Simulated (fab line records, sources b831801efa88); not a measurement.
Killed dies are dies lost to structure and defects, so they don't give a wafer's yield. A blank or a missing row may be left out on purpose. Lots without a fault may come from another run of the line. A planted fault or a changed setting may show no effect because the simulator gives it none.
fab line records | flow sky130
record lots=6 wafers=18 last_day=50
route steps=708 shown METAL4@627 VIA4@639
lots that met no fault: from a run of the same line without faults
start_h: hours from the record's first day to the start of the lot's first wafer shown | wait_h: hours since the lot's step before | " the same as in the row above | L1.1+2: a row that stands for several wafers | - no value, or no start given | * or withheld: withheld | < > ~ a bound
route shown NAME@n: a module of which the file shows steps, and the number in the route of the first | usual: mean/standard deviation of fault-free wafers | same: alike in all rows | chamber/n: place in a boat | sites: the reading at each site | _std_site: their standard deviation | _edge_site: outer sites' mean less inner sites' | radius_mm: how far each site lies from the wafer's centre | mask NAME#n: copy n | behind: the tool/chamber that last shaped the wafer | hold: why the lot was held/for how many hours/how that ended | device: the transistor (n, p or np) that didn't switch | end of line: the same wafers' tests at the end of the route | a step without rows: its recipe alone | killed: dies lost to structure and defects at the first sort, not the wafer's yield | map: a wafer's dies, x killed, . not, _ none there
set.NAME: the setting as run; set.NAME@STEP: as run at that earlier step | model.NAME: the simulator's own value behind a step, which no gauge read
lots at some steps of the route; a table a step, a row a wafer
services: from which hour (start_h, from the record's first day; less than 0 if before it) a tool's chamber was out of use, for how many hours, and why
## steps
# step SKY_METAL4_PEB_11
# recipe peb_temp_c=withheld peb_time_s=withheld resist=KrF-thick
# step SKY_METAL4_DEVELOP_12
# recipe develop_time_s=60 resist=KrF-thick dev_temp_c=21
# step SKY_METAL4_CD_MEAS_13
# recipe target_cd_nm=300
# usual cd_nm=299.8/1.2
# columns lot.wafer tool chamber start_h wait_h cd_nm
L868.1 cd_sem-01 - 1002.76 - 301.4
L868.2 " - " " 301.5
L868.3 " - " " 302.3
L869.1 cd_sem-02 - 1026.23 - 301.6
L869.2 " - " " 301.2
L869.5 " - " " 301.4
L872.1 cd_sem-01 - 1031.36 - 300.9
L872.2 " - " " 300.0
L872.4 " - " " 299.5
L877.2 cd_sem-02 - 1061.58 - 298.4
L877.4 " - " " 297.6
L877.5 " - " " 297.8
L879.1 cd_sem-02 - 1071.83 - 298.9
L879.4 " - " " 300.8
L879.5 " - " " 301.2
L888.2 cd_sem-01 - 1135.51 - 301.9
L888.3 " - " " 300.6
L888.6 " - " " 300.3
# step SKY_METAL4_OVL_MEAS_14
# usual METAL4_OVL=0/4.6
# columns lot.wafer tool chamber start_h wait_h METAL4_OVL[nm]
L868.1 overlay-01 - 1002.88 0.1 2
L868.2 " - " " 2
L868.3 " - " " -6
L869.1 overlay-01 - 1026.35 0.1 0
L869.2 " - " " -10
L869.5 " - " " -5
L872.1 overlay-01 - 1031.48 0.1 -8
L872.2 " - " " 2
L872.4 " - " " 1
L877.2 overlay-01 - 1061.69 0.1 -8
L877.4 " - " " -7
L877.5 " - " " -4
L879.1 overlay-02 - 1071.95 0.1 3
L879.4 " - " " 1
L879.5 " - " " 0
L888.2 overlay-01 - 1135.61 0.1 2
L888.3 " - " " -2
L888.6 " - " " 2
# step SKY_METAL4_DESCUM_15
# recipe chemistry=O2 source_power_w=150 bias_power_w=0 pressure_mtorr=10 temp_c=40 time_s=8
# usual chamber_pressure_mTorr=10.001/0.01 drypump_motor_current_A=5.9/0.31 oes_product_au=1.006/0.0083 temp_c=39.99/0.1
# columns lot.wafer tool chamber start_h wait_h chamber_pressure_mTorr drypump_motor_current_A oes_product_au rf_hours_counter_h temp_c
L868.1 rie_metal-02 0 1002.92 0.0 10.021 6.3 1.003 20 40.08
L868.2 " 1 " " 9.986 5.7 1.010 14 40.00
L868.3 " 0 " " 10.012 6.3 1.001 - 40.04
L869.1 rie_metal-02 0 1026.39 0.0 9.982 6.3 1.011 21 40.31
L869.2 " 1 " " 10.009 5.7 1.002 15 40.02
L869.5 " 1 " " 9.990 5.7 1.001 - 39.85
L872.1 rie_metal-02 1 1031.52 0.0 9.994 5.7 1.009 16 40.06
L872.2 " 0 " " 10.007 6.3 1.010 21 40.10
L872.4 " 1 " " 10.008 5.7 1.004 - 39.84
L877.2 rie_metal-01 1 1061.72 0.0 9.992 5.5 1.014 16 40.05
L877.4 " 0 " " 9.992 6.0 0.998 - 39.92
L877.5 " 0 " " 10.016 6.0 0.993 - 39.95
L879.1 rie_metal-03 1 1071.99 0.0 10.001 5.9 1.009 23 40.19
L879.4 " 0 " " 9.992 6.2 1.011 - 39.98
L879.5 " 0 " " 10.007 6.2 1.012 - 39.80
L888.2 rie_metal-01 1 1135.64 0.0 10.003 5.5 1.016 22 40.04
L888.3 " 0 " " 9.991 6.0 1.002 - 40.10
L888.6 " 0 " " 9.998 6.0 1.007 - 39.98
# step SKY_METAL4_ETCH_16
# recipe chemistry=N2/H2 target=BARC ion_energy_ev=200 bias_w=100 pressure_mtorr=30 n2_flow_sccm=100 h2_flow_sccm=200 icp_w=500 stop_on=SiO2 time_s=88.2 target_depth_a=600
# usual chamber_pressure_mTorr=29.998/0.028 drypump_motor_current_A=5.9/0.31 oes_product_au=0.627/0.0049 throttle_valve_pct=13.205/0.0095
# columns lot.wafer tool chamber start_h wait_h chamber_pressure_mTorr drypump_motor_current_A oes_product_au rf_hours_counter_h throttle_valve_pct
L868.1 rie_metal-02 0 1002.95 0.0 29.969 6.3 0.634 20 13.200
L868.2 " 1 " " 30.037 5.7 0.634 14 13.213
L868.3 " 0 " " 30.020 6.3 0.629 - 13.206
L869.1 rie_metal-02 0 1026.42 0.0 30.029 6.3 0.630 21 13.209
L869.2 " 1 " " 30.003 5.7 0.632 15 13.193
L869.5 " 1 " " 30.029 5.7 0.624 - 13.209
L872.1 rie_metal-02 1 1031.55 0.0 30.069 5.7 0.634 16 13.191
L872.2 " 0 " " 30.026 6.3 0.632 21 13.205
L872.4 " 1 " " 29.996 5.7 0.628 - 13.199
L877.2 rie_metal-01 1 1061.75 0.0 29.969 5.5 0.620 16 13.213
L877.4 " 0 " " 29.972 6.0 0.624 - 13.207
L877.5 " 0 " " 29.975 6.0 0.624 - 13.209
L879.1 rie_metal-03 1 1072.02 0.0 29.920 5.9 0.623 23 13.206
L879.4 " 0 " " 29.992 6.3 0.634 - 13.212
L879.5 " 0 " " 29.986 6.3 0.625 - 13.217
L888.2 rie_metal-01 1 1135.68 0.0 30.013 5.5 0.625 22 13.201
L888.3 " 0 " " 30.040 6.0 0.631 - 13.221
L888.6 " 0 " " 30.001 6.0 0.624 - 13.215
# step SKY_METAL4_ETCH_17
# recipe target=SiO2 stop_on=TiN chemistry=C4F8/O2/Ar source_w=1500 bias_w=1200 pressure_mtorr=40 c4f8_flow_sccm=withheld O2_flow_sccm=6 Ar_flow_sccm=300 time_s=3.78 target_depth_a=150
# step SKY_METAL4_METAL_ETCH_18
# recipe target_depth_a=8450 stop_on=SiO2 over_etch_frac=0.3 time_s=183.1 chemistry=Cl2/BCl3 resist_sidewall_deg=88 pressure_mtorr=10 icp_w=900 bias_w=48.5 Cl2_flow_sccm=60 bcl3_flow_sccm=30
# usual chamber_pressure_mTorr=10.000/0.0086 drypump_motor_current_A=5.9/0.32 oes_product_au=0.865/0.0054 throttle_valve_pct=22.262/0.008
# columns lot.wafer tool chamber start_h wait_h chamber_pressure_mTorr drypump_motor_current_A oes_product_au rf_hours_counter_h throttle_valve_pct
L868.1 rie_metal-03 1 1003.07 0.0 9.999 5.9 0.867 18 22.260
L868.2 " 0 " " 10.003 6.3 0.875 10 22.255
L868.3 " 1 " " 10.000 6.0 0.865 - 22.259
L869.1 rie_metal-01 1 1026.54 0.0 10.001 5.5 0.868 12 22.256
L869.2 " 1 " " 10.003 5.5 0.861 - 22.258
L869.5 " 1 " " 9.998 5.5 0.865 - 22.271
L872.1 rie_metal-03 0 1031.67 0.0 9.985 6.3 0.875 12 22.266
L872.2 " 1 " " 10.006 5.9 0.868 20 22.272
L872.4 " 1 " " 10.014 5.9 0.861 - 22.265
L877.2 rie_metal-02 0 1061.87 0.0 10.000 6.3 0.863 23 22.259
L877.4 " 0 " " 9.999 6.3 0.861 - 22.260
L877.5 " 1 " " 9.990 5.7 0.869 - 22.241
L879.1 rie_metal-02 0 1072.14 0.0 10.003 6.3 0.870 24 22.261
L879.4 " 1 " " 10.019 5.7 0.862 - 22.257
L879.5 " 0 " " 10.001 6.3 0.861 - 22.273
L888.2 rie_metal-02 0 1135.83 0.0 10.001 6.3 0.865 28 22.260
L888.3 " 0 " " 10.000 6.3 0.854 - 22.275
L888.6 " 1 " " 10.007 5.7 0.874 - 22.261
# step SKY_METAL4_STRIP_19
# recipe chemistry=O2/N2 power_w=1400 pressure_mtorr=1500 platen_temp_c=withheld o2_flow_sccm=3000 n2_flow_sccm=300 overash_fraction=0.5
# usual chamber_pressure_mTorr=1499.9/1.5 drypump_motor_current_A=5.7/0.49 oes_product_au=0.500/0.0052 strip_time_to_endpoint_s=6.47/0.051
# columns lot.wafer tool chamber start_h wait_h chamber_pressure_mTorr drypump_motor_current_A oes_product_au rf_hours_counter_h strip_time_to_endpoint_s
L868.1 plasma_asher-04 1 1003.25 0.1 1499.3 5.6 0.501 88 6.53
L868.2 " 0 " " 1495.7 5.1 0.507 88 6.48
L868.3 " 1 " " 1500.5 5.6 0.503 - 6.58
L869.1 plasma_asher-04 1 1026.89 0.3 1499.7 5.6 0.497 90 6.50
L869.2 " 0 " " 1499.2 5.1 0.503 90 6.53
L869.5 " 1 " " 1497.7 5.6 0.500 - 6.55
L872.1 plasma_asher-03 0 1031.85 0.1 1502.3 5.4 0.496 28 6.38
L872.2 " 1 " " 1498.4 6.4 0.491 28 6.50
L872.4 " 0 " " 1499.4 5.4 0.500 - 6.54
L877.2 plasma_asher-03 1 1062.05 0.1 1501.5 6.4 0.490 31 6.46
L877.4 " 0 " " 1499.4 5.4 0.489 - 6.43
L877.5 " 1 " " 1499.3 6.4 0.499 - 6.49
L879.1 plasma_asher-04 1 1072.32 0.1 1498.4 5.6 0.494 95 6.39
L879.4 " 0 " " 1501.8 5.1 0.506 - 6.45
L879.5 " 0 " " 1499.7 5.1 0.503 - 6.50
L888.2 plasma_asher-03 0 1136.01 0.1 1499.2 5.4 0.496 38 6.38
L888.3 " 0 " " 1500.1 5.4 0.493 - 6.44
L888.6 " 1 " " 1502.7 6.4 0.507 - 6.54
# step SKY_METAL4_STRIP_20
# recipe chemistry=post_etch_residue_remover time_s=1200 temp_c=72.5
# step SKY_METAL4_CLEAN_21
# recipe chemistry=IPA time_s=180 temp_c=25
# step SKY_METAL4_CLEAN_22
# recipe chemistry=O3/DIW dry=n2_spin
# step SKY_VIA4_HDPCVD_00
# recipe material=SiO2 target_thk_nm=1750 sigma_open_frac=0.3 time_s=291.7 temp_c=400 sih4_flow_sccm=60 pressure_mtorr=6
# usual run_length_s=319.6/0.63
# columns lot.wafer tool chamber start_h wait_h run_length_s model.SiO2_of_VIA4_HDPCVD_00.thk_nm
L868.1 hdpcvd-02 1 1003.84 0.0 319.1 1774
L868.2 " 0 " " 320.2 1744
L868.3 " 2 " " 319.2 1752
L869.1 hdpcvd-01 1 1028.07 0.0 318.6 1740
L869.2 " 2 " " 320.2 1752
L869.5 " 2 " " 320.3 1748
L872.1 hdpcvd-02 2 1032.44 0.0 383.4 2149
L872.2 " 1 " " 383.7 2144
L872.4 " 2 " " 383.2 2145
L877.2 hdpcvd-02 0 1062.64 0.0 385.1 2135
L877.4 " 1 " " 383.7 2113
L877.5 " 0 " " 384.0 2135
L879.1 hdpcvd-01 1 1072.95 0.0 318.6 1754
L879.4 " 1 " " 318.7 1742
L879.5 " 2 " " 320.1 1738
L888.2 hdpcvd-02 2 1136.66 0.0 319.0 1762
L888.3 " 1 " " 319.4 1769
L888.6 " 2 " " 318.8 1773
# step SKY_VIA4_THK_MEAS_01
# recipe reads=SiO2_of_VIA4_HDPCVD_00
# usual VIA4_HDPCVD_THK=1753/17
# columns lot.wafer tool chamber start_h wait_h VIA4_HDPCVD_THK[nm]
L868.1 film_metro-04 - 1004.02 0.1 1774
L868.2 " - " " 1743
L868.3 " - " " 1752
L869.1 film_metro-03 - 1028.34 0.2 1739
L869.2 " - " " 1752
L869.5 " - " " 1748
L872.1 film_metro-02 - 1032.62 0.1 2150
L872.2 " - " " 2143
L872.4 " - " " 2144
L877.2 film_metro-02 - 1062.83 0.1 2134
L877.4 " - " " 2114
L877.5 " - " " 2135
L879.1 film_metro-03 - 1073.13 0.1 1755
L879.4 " - " " 1742
L879.5 " - " " 1738
L888.2 film_metro-03 - 1136.85 0.1 1762
L888.3 " - " " 1771
L888.6 " - " " 1774
# step SKY_VIA4_CMP_02
# recipe material=SiO2 down_force_psi=4 platen_rpm=60 pad_velocity_m_s=0.94248
# usual motor_current_A=13.1/1.1
# columns lot.wafer tool chamber start_h wait_h motor_current_A
L868.1 cmp-01 1 1004.10 0.1 12.6
L868.2 " 3 " " 13.5
L868.3 " 0 " " 15.0
L869.1 cmp-02 0 1028.67 0.3 13.3
L869.2 " 1 " " 11.6
L869.5 " 3 " " 13.4
L872.2 cmp-01 0 1032.73 0.1 14.5
L872.1 " 1 " " 12.9
L872.4 " 2 " " 13.0
L877.4 cmp-01 3 1062.98 0.1 12.4
L877.2 " 0 " " 14.7
L877.5 " 1 " " 11.9
L879.1 cmp-01 0 1073.60 0.5 14.8
L879.4 " 2 " " 13.3
L879.5 " 3 " " 13.1
L888.3 cmp-01 0 1136.90 0.0 15.2
L888.2 " 1 " " 12.5
L888.6 " 1 " " 12.6
## services
# columns tool chamber start_h hours kind
cmp-02 - 1000.52 4.5 pm
cmp-01 - 1008.52 0.7 repair
hdpcvd-01 0 1010.67 45.3 repair
rie_metal-03 - 1013.87 2.8 pm
hdpcvd-02 0 1014.09 12.3 repair
rie_metal-01 0 1016.72 - clean
rie_metal-01 0 1016.72 38.0 scheduled_down
rie_metal-01 0 1016.72 38.0 vent_cycle
rie_metal-03 - 1017.03 0.9 repair
rie_metal-02 - 1048.91 0.2 repair
rie_metal-03 0 1056.01 1.1 repair
rie_metal-01 0 1067.85 6.4 repair
cmp-02 - 1069.97 5.6 pm
cmp-01 - 1075.59 12.8 pm
cmp-02 - 1080.95 11.2 repair
cmp-01 - 1088.44 4.0 pm
cmp-01 - 1092.44 - consumable_replace:conditioner
cmp-01 - 1092.44 - consumable_replace:pad
cmp-02 - 1100.39 0.3 repair
hdpcvd-01 - 1115.22 0.7 repair
cmp-01 - 1121.09 0.3 repair
rie_metal-03 0 1124.44 27.9 repair
cmp-01 - 1126.30 0.8 repair
hdpcvd-01 - 1132.63 1.1 repair
## key
first_sign step=SKY_VIA4_HDPCVD_00 reading=run_length_s direction=up sigmas=99+ usual=* struck=*
effect step=SKY_VIA4_THK_MEAS_01 reading=VIA4_HDPCVD_THK direction=up sigmas=23 usual=1753 struck=2137
model_effect step=SKY_VIA4_HDPCVD_00 value=SiO2_of_VIA4_HDPCVD_00.thk_nm without=1751 struck=2137
met_at SKY_VIA4_HDPCVD_00
struck_wafers L872.1,L872.2,L872.4,L877.2,L877.4,L877.5
onset_between 1003.84 1032.44
fault kind=process_parameter_drift tool=hdpcvd-02 chamber=- onset_h=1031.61 steps=SKY_VIA4_HDPCVD_00 channel=time_s offset=* shape=step end_h=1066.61 acts_in=* stated=*
